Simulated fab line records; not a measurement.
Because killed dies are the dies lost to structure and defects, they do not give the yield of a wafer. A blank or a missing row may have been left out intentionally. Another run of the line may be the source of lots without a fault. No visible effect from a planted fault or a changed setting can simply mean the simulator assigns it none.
Matching of chambers | flow sky130 | SKY_VIA4_ETCH_12 on rie diel-04 has 4 sister chambers
The step etches SiO2 in C4F8/O2/Ar, stops on TiN, target depth 580 nm. 14 wafers are shown with their chamber, then 7 later ones without.

## WAFERS PAIRED WITH THEIR CHAMBERS
wafer  | chamber | bias w (W) | oes product au (a.u.)
L720.1 | 0       | 1200       | 0.923
L720.4 | 2       | 1206       | 0.922
L720.5 | 3       | 1200       | 0.925
L727.1 | 2       | 1206       | 0.933
L727.4 | 1       | 1195       | 0.932
L727.5 | 3       | 1198       | 0.928
L732.1 | 0       | 1200       | 0.922
L732.5 | 1       | 1201       | 0.926
L732.6 | 0       | 1199       | 0.929
L733.2 | 2       | 1201       | 0.925
L733.4 | 3       | 1201       | 0.928
L733.5 | 2       | 1200       | 0.918
L735.1 | 1       | 1200       | 0.928
L735.3 | 2       | 1196       | 0.928

SIGNATURES, as means of the wafers listed above
reading        | chamber 0 | chamber 1 | chamber 2 | chamber 3 | scatter within a chamber
bias w         | 1199.67   | 1198.67   | 1201.80   | 1199.67   | 3.14
oes product au | 0.92467   | 0.92867   | 0.92520   | 0.92700   | 0.00429
Rule: a wafer's distance from a chamber is the root of the sum, over the readings, of the square of ((its reading less the chamber's mean) divided by the reading's scatter). The wafer belongs to the nearest chamber; if the next one is less than 2 further off, it can't be placed. The scatter is the square root of a quotient: the sum, over the shown wafers, of each reading's squared deviation from its chamber's mean, divided by wafers minus chambers.

## WAFERS WITHOUT THEIR CHAMBER
wafer  | bias w (W) | oes product au (a.u.)
L735.5 | 1198       | 0.936
L740.1 | 1194       | 0.927
L740.3 | 1200       | 0.923
L740.5 | 1194       | 0.931
L738.1 | 1200       | 0.927
L738.4 | 1197       | 0.924
L738.5 | 1203       | 0.929

## THE CHAMBER EACH PASSED THROUGH
wafer  | from the rows above               | in truth
L735.5 | can't be placed: 1 or 3 or 0 or 2 | 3
L740.1 | can't be placed: 1 or 3 or 0 or 2 | 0
L740.3 | can't be placed: 0 or 2 or 3 or 1 | 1
L740.5 | can't be placed: 1 or 3 or 0 or 2 | 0
L738.1 | can't be placed: 3 or 0 or 1 or 2 | 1
L738.4 | can't be placed: 0 or 3 or 1 or 2 | 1
L738.5 | can't be placed: 2 or 3 or 1 or 0 | 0
Correctly placed: 0 of 7. Cannot be placed on the basis of these rows: 7; the candidates contain the true chamber in 7. Placed wrongly: 0.
